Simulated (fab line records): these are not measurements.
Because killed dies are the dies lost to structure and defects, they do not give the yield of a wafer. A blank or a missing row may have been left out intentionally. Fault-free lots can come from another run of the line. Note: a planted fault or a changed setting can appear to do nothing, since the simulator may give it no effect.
fab line records	flow sky130
record lots=11	wafers=33	last_day=50
route steps=708 shown POLY_GATE@205 LDD_P@265 LDD_LDN@293 PAD_OPEN@708
lots that met no fault: taken from a fault-free run of the same line
start_h: the number of hours between the record's first day and the start of the first shown wafer of the lot	wait_h: hours elapsed since this lot's preceding step	" the same as in the row above	L1.1+2: a single row standing in for several wafers	- no value, or no start was given	* or withheld: withheld	< > ~ a bound
route shown NAME@n: NAME is a module with steps in the file, n the number in the route of the first one	usual: average and standard deviation across the fault-free wafers	same: alike in all rows	chamber/n: place in a boat	sites: readings site by site	_std_site: standard deviation of those values	_edge_site: outer sites' mean less inner sites'	radius_mm: how far each site lies from the wafer's centre	mask NAME#n: copy n	behind: the last tool/chamber to shape the wafer	hold: reason for holding the lot/hours on hold/outcome of the hold	device: transistor that didn't switch, given as n, p or np	end of line: the same wafers' tests at the end of the route	a step with no rows: only its recipe	killed: dies lost to structure and defects at the first sort, not the wafer's yield	map: a wafer's dies, marking killed ones x, the rest . and places with no die _
set.NAME: the setting that was run; set.NAME@STEP: the one run at that earlier step	model.NAME: the simulator's own value behind a step, which no gauge read
one table for each step of the route and one row for each wafer, over a sample of lots
services: when a tool's chamber went out of use (start_h, in hours from the record's first day, below 0 if earlier), for how many hours, and the reason
## steps
# step SKY_POLY_GATE_THK_MEAS_01
# recipe reads=poly-Si_of_POLY_GATE_CVD_00
# usual POLY_GATE_CVD_00_THK=180.5/1.6
lot.wafer	tool	chamber	start_h	wait_h	POLY_GATE_CVD_00_THK[nm]
L247.1	film_metro-01	-	321.49	0.0	178.8
L247.2	"	-	"	"	179.2
L247.3	"	-	"	"	178.4
L248.3	film_metro-03	-	348.52	0.0	180.8
L248.5	"	-	"	"	179.7
L248.6	"	-	"	"	179.5
L249.2	film_metro-02	-	356.12	0.0	179.2
L249.3	"	-	"	"	181.1
L249.5	"	-	"	"	180.0
L252.3	film_metro-01	-	369.03	0.0	180.2
L252.4	"	-	"	"	183.5
L252.5	"	-	"	"	181.8
L261.2	film_metro-01	-	447.60	0.0	181.2
L261.3	"	-	"	"	181.7
L261.6	"	-	"	"	181.3
L262.1	film_metro-01	-	455.39	0.0	180.2
L262.4	"	-	"	"	178.6
L262.6	"	-	"	"	181.1
L263.1	film_metro-01	-	462.49	0.0	178.0
L263.2	"	-	"	"	179.9
L263.3	"	-	"	"	177.2
L264.2	film_metro-03	-	479.64	0.0	180.4
L264.4	"	-	"	"	180.9
L264.5	"	-	"	"	182.5
L265.3	film_metro-01	-	482.53	0.0	181.5
L265.4	"	-	"	"	181.3
L265.5	"	-	"	"	180.4
L266.1	film_metro-02	-	494.26	0.0	178.5
L266.3	"	-	"	"	178.1
L266.4	"	-	"	"	179.1
L267.2	film_metro-01	-	502.97	0.0	179.6
L267.3	"	-	"	"	180.3
L267.4	"	-	"	"	180.7
# step SKY_POLY_GATE_ETCH_15
# recipe chemistry=N2/H2	target=BARC	ion_energy_ev=200	source_w=500	bias_w=100	pressure_mtorr=30	n2_flow_sccm=100	h2_flow_sccm=200	stop_on=SiO2	time_s=118.5	target_depth_a=1100
# usual drypump_motor_current_A=5.8/0.41	oes_product_au=0.717/0.005	throttle_valve_pct=13.213/0.0089
# same time_s=118.5
lot.wafer	tool	chamber	start_h	wait_h	drypump_motor_current_A	oes_product_au	rf_hours_counter_h	throttle_valve_pct
L247.1	rie_diel-01	0	377.95	0.0	5.8	0.717	17	13.208
L247.2	"	2	"	"	5.6	0.714	93	13.208
L247.3	"	3	"	"	6.4	0.718	5	13.209
L248.3	rie_diel-03	2	406.34	0.0	5.7	0.720	10	13.210
L248.5	"	2	"	"	5.8	0.719	-	13.222
L248.6	"	1	"	"	6.2	0.720	-	13.197
L249.2	rie_diel-03	1	415.40	0.0	6.2	0.720	1	13.212
L249.3	"	2	"	"	5.8	0.717	10	13.215
L249.5	"	0	"	"	5.0	0.708	-	13.216
L252.3	rie_diel-04	0	430.25	0.0	5.6	0.718	15	13.227
L252.4	"	1	"	"	5.2	0.711	75	13.200
L252.5	"	3	"	"	6.1	0.720	-	13.222
L261.2	rie_diel-01	3	510.55	0.0	6.4	0.717	7	13.212
L261.3	"	1	"	"	6.0	0.717	6	13.207
L261.6	"	0	"	"	5.8	0.729	-	13.203
L262.1	rie_diel-01	0	520.40	0.0	5.8	0.709	19	13.228
L262.4	"	1	"	"	6.0	0.718	6	13.218
L262.6	"	3	"	"	6.4	0.724	-	13.209
L263.1	rie_diel-03	1	525.30	0.0	6.2	0.713	2	13.225
L263.2	"	0	"	"	5.0	0.715	5	13.219
L263.3	"	2	"	"	5.7	0.717	12	13.228
L264.2	rie_diel-03	0	542.75	0.0	5.0	0.706	5	13.214
L264.4	"	3	"	"	6.0	0.725	38	13.210
L264.5	"	1	"	"	6.2	0.723	-	13.211
L265.3	rie_diel-04	2	546.96	0.0	5.4	0.715	4	13.212
L265.4	"	1	"	"	5.2	0.710	78	13.192
L265.5	"	0	"	"	5.7	0.715	-	13.215
L266.1	rie_diel-03	3	557.30	0.0	6.1	0.720	38	13.211
L266.3	"	2	"	"	5.7	0.712	13	13.207
L266.4	"	0	"	"	5.0	0.718	5	13.208
L267.2	rie_diel-03	2	564.90	0.0	5.7	0.718	13	13.221
L267.3	"	1	"	"	6.2	0.710	3	13.223
L267.4	"	3	"	"	6.0	0.723	39	13.228
# step SKY_LDD_P_STRIP_10
# recipe chemistry=O2/N2	power_w=1400	pressure_mtorr=1500	platen_temp_c=withheld	o2_flow_sccm=3000	n2_flow_sccm=300	overash_fraction=0.5
# usual drypump_motor_current_A=5.7/0.51	oes_product_au=0.716/0.0048	strip_time_to_endpoint_s=14.19/0.047
lot.wafer	tool	chamber	start_h	wait_h	drypump_motor_current_A	oes_product_au	rf_hours_counter_h	strip_time_to_endpoint_s
L247.1	plasma_asher-02	0	441.26	0.1	6.0	0.718	76	14.22
L247.2	"	1	"	"	5.8	0.711	76	14.27
L247.3	"	0	"	"	6.0	0.716	-	14.28
L248.3	plasma_asher-03	0	472.92	0.1	4.8	0.717	-	14.27
L248.5	"	1	"	"	5.8	0.720	-	14.22
L248.6	"	0	"	"	4.8	0.715	-	14.23
L249.2	plasma_asher-03	1	478.59	0.1	5.9	0.711	4	14.28
L249.3	"	0	"	"	4.8	0.708	-	14.29
L249.5	"	1	"	"	5.9	0.718	-	14.25
L252.3	plasma_asher-02	0	498.81	0.1	6.0	0.720	-	14.17
L252.4	"	1	"	"	5.8	0.711	-	14.09
L252.5	"	0	"	"	6.0	0.713	-	14.15
L261.2	plasma_asher-03	1	573.11	0.1	5.8	0.731	13	14.14
L261.3	"	1	"	"	5.8	0.713	-	14.16
L261.6	"	0	"	"	4.8	0.717	-	14.18
L262.1	plasma_asher-02	1	583.09	0.1	5.8	0.713	89	14.14
L262.4	"	0	"	"	6.0	0.709	-	14.15
L262.6	"	1	"	"	5.8	0.709	-	14.24
L263.1	plasma_asher-01	1	586.48	0.1	6.3	0.712	72	14.15
L263.2	"	0	"	"	5.2	0.721	72	14.19
L263.3	"	1	"	"	6.3	0.719	-	14.14
L264.2	plasma_asher-02	1	604.08	0.1	5.8	0.723	91	14.21
L264.4	"	0	"	"	6.0	0.709	-	14.25
L264.5	"	1	"	"	5.8	0.708	-	14.24
L265.3	plasma_asher-01	0	610.17	0.1	5.2	0.714	-	14.21
L265.4	"	1	"	"	6.3	0.717	-	14.19
L265.5	"	1	"	"	6.3	0.723	-	14.24
L266.1	plasma_asher-03	1	617.88	0.1	5.8	0.711	18	14.14
L266.3	"	0	"	"	4.8	0.712	-	14.20
L266.4	"	1	"	"	5.8	0.717	-	14.12
L267.2	plasma_asher-02	0	625.69	0.1	6.0	0.718	93	14.15
L267.3	"	0	"	"	6.0	0.723	-	14.14
L267.4	"	1	"	"	5.8	0.711	-	14.15
# step SKY_LDD_LDN_EXPOSE_04
# recipe mask_id=LDNTM	na=0.6	source_shape=conventional	sigma_outer=0.6	polarization=unpolarized	target_cd_nm=700	dose_mj=140
# usual focus_offset_nm=0.0/0.49
lot.wafer	tool	chamber	start_h	wait_h	mask	focus_offset_nm
L247.1	iline_stepper-01	0	520.23	-	LDNTM#0	0.5
L247.2	"	0	"	"	LDNTM#0	0.2
L247.3	"	0	"	"	LDNTM#0	0.8
L248.3	iline_stepper-01	0	548.86	-	LDNTM#0	0.2
L248.5	"	0	"	"	LDNTM#0	-0.1
L248.6	"	0	"	"	LDNTM#0	-0.1
L249.2	iline_stepper-01	0	556.24	-	LDNTM#0	-0.4
L249.3	"	0	"	"	LDNTM#0	0.0
L249.5	"	0	"	"	LDNTM#0	0.2
L252.3	iline_stepper-01	0	574.24	-	HVPTM#0	-0.4
L252.4	"	0	"	"	HVPTM#0	-0.8
L252.5	"	0	"	"	HVPTM#0	-0.6
L261.2	iline_stepper-02	0	645.47	-	LDNTM#0	0.1
L261.3	"	0	"	"	LDNTM#0	0.8
L261.6	"	0	"	"	LDNTM#0	0.4
L262.1	iline_stepper-01	0	655.95	-	LDNTM#0	0.1
L262.4	"	0	"	"	LDNTM#0	-0.1
L262.6	"	0	"	"	LDNTM#0	0.9
L263.1	iline_stepper-01	0	658.09	-	LDNTM#0	-0.6
L263.2	"	0	"	"	LDNTM#0	-0.9
L263.3	"	0	"	"	LDNTM#0	-0.7
L264.2	iline_stepper-01	0	675.70	-	LDNTM#0	0.6
L264.4	"	0	"	"	LDNTM#0	0.0
L264.5	"	0	"	"	LDNTM#0	0.3
L265.3	iline_stepper-01	0	681.98	-	LDNTM#0	-0.2
L265.4	"	0	"	"	LDNTM#0	0.0
L265.5	"	0	"	"	LDNTM#0	-0.1
L266.1	iline_stepper-02	0	689.76	-	LDNTM#0	-0.8
L266.3	"	0	"	"	LDNTM#0	-0.5
L266.4	"	0	"	"	LDNTM#0	-0.5
L267.2	iline_stepper-01	0	698.37	-	LDNTM#0	0.2
L267.3	"	0	"	"	LDNTM#0	0.2
L267.4	"	0	"	"	LDNTM#0	-0.1
# step SKY_LDD_LDN_OVL_MEAS_07
# usual LDD_LDN_OVL=-0.3/1.3
lot.wafer	tool	chamber	start_h	wait_h	LDD_LDN_OVL[nm]
L247.1	overlay-01	-	535.80	0.1	1.4
L247.2	"	-	"	"	1.3
L247.3	"	-	"	"	-1.4
L248.3	overlay-02	-	563.64	0.1	-0.4
L248.5	"	-	"	"	-0.4
L248.6	"	-	"	"	-0.2
L249.2	overlay-02	-	570.39	0.1	0.2
L249.3	"	-	"	"	-1.0
L249.5	"	-	"	"	2.2
L252.3	overlay-02	-	589.14	0.1	-
L252.4	"	-	"	"	-
L252.5	"	-	"	"	-
L261.2	overlay-02	-	659.29	0.1	0.5
L261.3	"	-	"	"	1.2
L261.6	"	-	"	"	-1.4
L262.1	overlay-01	-	670.15	0.1	-0.5
L262.4	"	-	"	"	-2.1
L262.6	"	-	"	"	-3.4
L263.1	overlay-01	-	672.68	0.1	-1.1
L263.2	"	-	"	"	-0.7
L263.3	"	-	"	"	-0.7
L264.2	overlay-02	-	690.08	0.1	0.0
L264.4	"	-	"	"	-0.1
L264.5	"	-	"	"	1.7
L265.3	overlay-01	-	695.49	0.1	-0.1
L265.4	"	-	"	"	-2.2
L265.5	"	-	"	"	-1.4
L266.1	overlay-02	-	703.63	0.1	0.9
L266.3	"	-	"	"	-1.2
L266.4	"	-	"	"	1.9
L267.2	overlay-01	-	711.85	0.1	-0.5
L267.3	"	-	"	"	-0.3
L267.4	"	-	"	"	1.1
# step SKY_LDD_LDN_TW_MEAS_13
# usual LDD_LDN_TW=1486/16
lot.wafer	tool	chamber	start_h	wait_h	hold	LDD_LDN_TW
L247.1	film_metro-03	-	536.53	0.1	-	1495
L247.2	"	-	"	"	-	1484
L247.3	"	-	"	"	-	1490
L248.3	film_metro-03	-	564.38	0.1	-	1477
L248.5	"	-	"	"	-	1475
L248.6	"	-	"	"	-	1479
L249.2	film_metro-03	-	571.13	0.1	-	1477
L249.3	"	-	"	"	-	1471
L249.5	"	-	"	"	-	1471
L252.3	film_metro-03	-	589.89	0.1	await_dispo/0.2h/release	30
L252.4	"	-	"	"	await_dispo/0.2h/release	30
L252.5	"	-	"	"	await_dispo/0.2h/release	30
L252.3	film_metro-03	-	590.11	0.2	-	30
L252.4	"	-	"	"	-	30
L252.5	"	-	"	"	-	30
L261.2	film_metro-01	-	660.03	0.1	-	1481
L261.3	"	-	"	"	-	1481
L261.6	"	-	"	"	-	1478
L262.1	film_metro-01	-	670.88	0.1	-	1471
L262.4	"	-	"	"	-	1477
L262.6	"	-	"	"	-	1472
L263.1	film_metro-03	-	673.42	0.1	-	1488
L263.2	"	-	"	"	-	1487
L263.3	"	-	"	"	-	1487
L264.2	film_metro-03	-	690.82	0.1	-	1498
L264.4	"	-	"	"	-	1494
L264.5	"	-	"	"	-	1490
L265.3	film_metro-03	-	696.24	0.1	-	1480
L265.4	"	-	"	"	-	1474
L265.5	"	-	"	"	-	1476
L266.1	film_metro-01	-	704.36	0.1	-	1476
L266.3	"	-	"	"	-	1477
L266.4	"	-	"	"	-	1478
L267.2	film_metro-04	-	712.59	0.1	-	1516
L267.3	"	-	"	"	-	1522
L267.4	"	-	"	"	-	1519
# step SKY_PAD_OPEN_PROBE_99
# usual defect_limited_yield=82.3/2	killed_at_M0_to_M3=44/7.5	killed_at_M4_up=2.9/1.8	killed_at_contacts=24/5.1	killed_at_front_end=16/4.7	killed_at_other=0.3/0.46	killed_dies=87/9.9	killed_open=47/8	killed_short=39/6.3	sort_bin_3_pad_short=0.8/0.43	sort_bin_5_function=10.6/1.6	sort_bin_6_memory=6.3/1.1	sort_n_pass=405/9.9	sort_yield_pct=82.3/2
# same gross_dies=492	killed_at_back_side=0	sort_bin_4_leakage[%]=0	sort_bin_8_speed[%]=0
lot.wafer	tool	chamber	start_h	wait_h	defect_limited_yield[%]	killed_at_M0_to_M3	killed_at_M4_up	killed_at_contacts	killed_at_front_end	killed_at_other	killed_dies	killed_open	killed_short	sort_bin_3_pad_short[%]	sort_bin_5_function[%]	sort_bin_6_memory[%]	sort_n_pass	sort_yield_pct[%]
L247.1	prober-01	-	1085.50	0.1	81.5	47	2	25	17	0	91	52	39	0.8	12.2	5.5	401	81.5
L247.2	prober-01	-	1085.55	0.1	79.7	47	2	30	21	0	100	49	51	1.2	12.2	6.9	392	79.7
L247.3	prober-01	-	1085.60	0.2	81.7	42	0	28	19	1	90	50	40	1.0	12.0	5.3	402	81.7
L248.3	prober-02	-	1102.45	0.2	80.9	47	2	29	15	1	94	55	38	0.6	11.8	6.7	398	80.9
L248.5	prober-02	-	1102.55	0.2	84.6	47	2	18	9	0	76	39	36	0.6	9.1	5.7	416	84.6
L248.6	prober-02	-	1102.60	0.2	81.3	56	1	21	13	1	92	47	43	0.4	12.2	6.1	400	81.3
L249.2	prober-01	-	1103.75	0.1	83.9	48	1	18	11	1	79	35	43	0.4	9.3	6.3	413	83.9
L249.3	prober-01	-	1103.80	0.2	84.8	42	1	23	8	1	75	42	31	0.6	8.1	6.5	417	84.8
L249.5	prober-01	-	1103.90	0.2	79.1	60	3	23	16	1	103	49	53	1.2	13.2	6.5	389	79.1
L261.2	prober-01	-	1167.25	0.1	80.3	57	3	22	15	0	97	57	40	0.6	12.2	6.9	395	80.3
L261.3	prober-01	-	1167.30	0.2	83.5	49	3	20	9	0	81	50	31	1.2	9.3	5.9	411	83.5
L261.6	prober-01	-	1167.45	0.2	84.3	41	3	15	18	0	77	43	34	0.6	9.3	5.7	415	84.3
L262.1	prober-02	-	1173.88	0.1	78.0	56	0	33	19	0	108	65	42	0.6	13.4	7.9	384	78.0
L262.4	prober-02	-	1174.03	0.2	80.3	53	3	33	8	0	97	50	47	0.6	13.2	5.9	395	80.3
L262.6	prober-02	-	1174.13	0.2	81.3	50	1	31	9	1	92	58	34	0.8	12.2	5.7	400	81.3
L263.1	prober-01	-	1174.47	0.1	84.1	32	3	24	19	0	78	36	42	0.8	7.9	7.1	414	84.1
L263.2	prober-01	-	1174.52	0.1	81.7	49	2	23	16	0	90	59	31	1.4	11.8	5.1	402	81.7
L263.3	prober-01	-	1174.57	0.2	80.1	44	3	29	21	1	98	57	41	1.8	11.6	6.5	394	80.1
L264.2	prober-02	-	1184.65	0.1	81.3	51	1	25	14	1	92	45	47	1.0	11.0	6.7	400	81.3
L264.4	prober-02	-	1184.75	0.2	86.4	33	3	21	8	2	67	39	28	0.6	9.8	3.3	425	86.4
L264.5	prober-02	-	1184.80	0.2	81.7	51	0	21	18	0	90	46	43	0.8	11.4	6.1	402	81.7
# killed by level:class
L247.1 VIA1:geometric_particle:open=10 CONTACT:geometric_particle:open=9 FIELD_ISO:geometric_particle:open=6 VIA2:geometric_particle:open=6 METAL1:geometric_particle:short=6 LI_CONTACT:geometric_particle:open=5 METAL1:geometric_particle:open=5 CONTACT:geometric_particle:short=5
L247.2 CONTACT:geometric_particle:open=10 VIA1:geometric_particle:open=8 LI_CONTACT:geometric_particle:open=7 VIA2:geometric_particle:short=7 FIELD_ISO:geometric_particle:short=6 METAL1:geometric_particle:short=6 LI_CONTACT:geometric_particle:short=5 VIA1:geometric_particle:short=5
L247.3 VIA1:geometric_particle:open=11 LOCAL_INTERCONNECT:geometric_particle:short=9 CONTACT:geometric_particle:open=8 VIA3:geometric_particle:open=8 CONTACT:geometric_particle:short=5 VIA2:geometric_particle:open=5 FIELD_ISO:geometric_particle:short=4 LI_CONTACT:geometric_particle:open=4
L248.3 LI_CONTACT:geometric_particle:open=10 CONTACT:geometric_particle:open=10 VIA1:geometric_particle:open=10 VIA2:geometric_particle:open=8 METAL2:geometric_particle:short=6 POLY_GATE:geometric_particle:short=5 VIA3:geometric_particle:open=5 FIELD_ISO:geometric_particle:open=4
L248.5 VIA1:geometric_particle:open=7 VIA2:geometric_particle:open=6 VIA2:geometric_particle:short=5 LI_CONTACT:geometric_particle:open=5 METAL2:geometric_particle:short=5 METAL1:geometric_particle:short=5 VIA1:geometric_particle:short=5 VIA3:geometric_particle:open=5
L248.6 VIA1:geometric_particle:open=16 METAL1:geometric_particle:short=9 METAL2:geometric_particle:short=8 LI_CONTACT:geometric_particle:open=7 CONTACT:geometric_particle:open=6 VIA3:geometric_particle:open=6 VIA1:geometric_particle:short=5 FIELD_ISO:geometric_particle:open=4
L249.2 VIA1:geometric_particle:short=11 VIA3:geometric_particle:open=8 VIA1:geometric_particle:open=7 METAL2:geometric_particle:short=7 CONTACT:geometric_particle:open=6 FIELD_ISO:geometric_particle:short=4 LI_CONTACT:geometric_particle:open=4 VIA2:geometric_particle:open=4
L249.3 VIA1:geometric_particle:open=12 CONTACT:geometric_particle:open=11 VIA2:geometric_particle:open=8 METAL1:geometric_particle:short=7 LI_CONTACT:geometric_particle:open=4 VIA1:geometric_particle:short=4 METAL2:geometric_particle:short=4 FIELD_ISO:geometric_particle:short=3
L249.5 VIA1:geometric_particle:open=14 METAL1:geometric_particle:short=8 VIA1:geometric_particle:short=8 VIA2:geometric_particle:open=8 VIA3:geometric_particle:open=7 FIELD_ISO:geometric_particle:short=6 LI_CONTACT:geometric_particle:open=6 METAL2:geometric_particle:short=5
L261.2 VIA1:geometric_particle:open=16 VIA2:geometric_particle:open=11 CONTACT:geometric_particle:open=10 VIA3:geometric_particle:open=9 FIELD_ISO:geometric_particle:short=6 VIA1:geometric_particle:short=4 LOCAL_INTERCONNECT:geometric_particle:short=4 METAL2:geometric_particle:short=4
L261.3 VIA3:geometric_particle:open=12 VIA1:geometric_particle:open=10 VIA2:geometric_particle:open=9 METAL1:geometric_particle:short=6 LI_CONTACT:geometric_particle:short=4 LI_CONTACT:geometric_particle:open=4 LOCAL_INTERCONNECT:geometric_particle:open=4 LOCAL_INTERCONNECT:geometric_particle:short=4
L261.6 VIA1:geometric_particle:open=11 METAL1:geometric_particle:short=7 VIA3:geometric_particle:open=7 POLY_GATE:geometric_particle:open=6 LI_CONTACT:geometric_particle:open=6 FIELD_ISO:geometric_particle:short=4 METAL2:geometric_particle:short=4 VIA3:geometric_particle:short=3
L262.1 VIA1:geometric_particle:open=13 LI_CONTACT:geometric_particle:open=11 CONTACT:geometric_particle:open=10 VIA3:geometric_particle:open=8 VIA2:geometric_particle:open=7 VIA1:geometric_particle:short=6 LOCAL_INTERCONNECT:geometric_particle:short=6 METAL2:geometric_particle:short=6
L262.4 VIA1:geometric_particle:open=12 LI_CONTACT:geometric_particle:open=9 CONTACT:geometric_particle:open=9 METAL1:geometric_particle:short=7 VIA1:geometric_particle:short=7 LI_CONTACT:geometric_particle:short=6 VIA3:geometric_particle:open=6 METAL2:geometric_particle:short=6
L262.6 VIA1:geometric_particle:open=12 LI_CONTACT:geometric_particle:open=11 CONTACT:geometric_particle:open=9 LOCAL_INTERCONNECT:geometric_particle:short=6 VIA3:geometric_particle:open=6 METAL2:geometric_particle:short=5 VIA2:geometric_particle:open=5 METAL3:geometric_particle:short=5
L263.1 CONTACT:geometric_particle:open=9 POLY_GATE:geometric_particle:short=6 LI_CONTACT:geometric_particle:open=6 VIA2:geometric_particle:short=6 FIELD_ISO:geometric_particle:open=5 VIA1:geometric_particle:short=5 VIA1:geometric_particle:open=5 CONTACT:geometric_particle:short=4
L263.2 VIA1:geometric_particle:open=16 CONTACT:geometric_particle:open=12 METAL1:geometric_particle:short=7 VIA2:geometric_particle:open=6 VIA3:geometric_particle:open=6 FIELD_ISO:geometric_particle:open=4 FIELD_ISO:geometric_particle:short=4 POLY_GATE:geometric_particle:open=4
L263.3 VIA1:geometric_particle:open=18 CONTACT:geometric_particle:open=13 LI_CONTACT:geometric_particle:open=7 POLY_GATE:geometric_particle:open=6 CONTACT:geometric_particle:short=6 METAL2:geometric_particle:short=6 VIA3:geometric_particle:open=6 FIELD_ISO:geometric_particle:short=5
L264.2 VIA2:geometric_particle:open=11 LI_CONTACT:geometric_particle:open=9 VIA3:geometric_particle:open=9 CONTACT:geometric_particle:short=7 VIA1:geometric_particle:open=6 METAL3:geometric_particle:short=5 VIA3:geometric_particle:short=5 FIELD_ISO:geometric_particle:short=4
L264.4 CONTACT:geometric_particle:open=12 METAL1:geometric_particle:short=8 VIA3:geometric_particle:open=6 METAL3:geometric_particle:short=5 VIA2:geometric_particle:open=4 LI_CONTACT:geometric_particle:open=4 FIELD_ISO:geometric_particle:open=3 VIA1:geometric_particle:open=3
L264.5 VIA2:geometric_particle:open=9 METAL1:geometric_particle:short=8 VIA3:geometric_particle:open=8 CONTACT:geometric_particle:open=7 VIA1:geometric_particle:open=7 VIA1:geometric_particle:short=7 LI_CONTACT:geometric_particle:open=6 FIELD_ISO:geometric_particle:open=5
## services
tool	chamber	start_h	hours	kind
plasma_asher-01	-	366.47	4.3	pm
rie_diel-01	1	366.51	20.3	repair
rie_diel-04	-	369.67	0.1	repair
plasma_asher-01	-	374.77	24.6	pm
rie_diel-04	-	379.59	0.1	repair
rie_diel-03	0	387.97	2.2	repair
rie_diel-01	2	397.47	9.4	repair
plasma_asher-03	-	402.37	28.1	pm
plasma_asher-02	-	416.96	1.8	repair
plasma_asher-03	-	430.47	9.0	pm
plasma_asher-02	-	431.94	6.0	repair
rie_diel-01	2	467.66	15.8	repair
rie_diel-01	0	471.06	5.7	repair
plasma_asher-03	-	475.91	0.8	repair
rie_diel-03	1	492.29	4.8	repair
rie_diel-03	2	499.18	10.0	repair
rie_diel-01	2	502.95	9.5	repair
iline_stepper-01	-	513.44	1.7	pm
rie_diel-03	0	527.25	10.3	repair
iline_stepper-01	-	534.72	0.8	repair
plasma_asher-02	-	586.94	1.7	repair
rie_diel-03	-	595.10	2.8	pm
rie_diel-03	2	602.86	2.9	repair
iline_stepper-01	-	646.50	2.0	repair
## key
first_sign step=SKY_LDD_LDN_EXPOSE_04	reading=mask	direction=changed
effect step=SKY_LDD_LDN_OVL_MEAS_07	reading=LDD_LDN_OVL	direction=missing
effect step=SKY_LDD_LDN_TW_MEAS_13	reading=visit	direction=added
effect step=SKY_LDD_LDN_TW_MEAS_13	reading=LDD_LDN_TW	direction=down	sigmas=91	usual=1486	struck=30
met_at SKY_LDD_LDN_EXPOSE_04
struck_lots L252
scrapped_behind SKY_LDD_LDN_TW_MEAS_13 L252.3,L252.4,L252.5
not_acting_at SKY_POLY_GATE_THK_MEAS_01,SKY_POLY_GATE_ETCH_15,SKY_LDD_P_STRIP_10
onset_between 556.24 574.24
fault kind=wrong_mask	tool=any	chamber=-	onset_h=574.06	steps=SKY_LDD_LDN_EXPOSE_04	aux_copy=HVPTM#0	scope=struck_lots_only
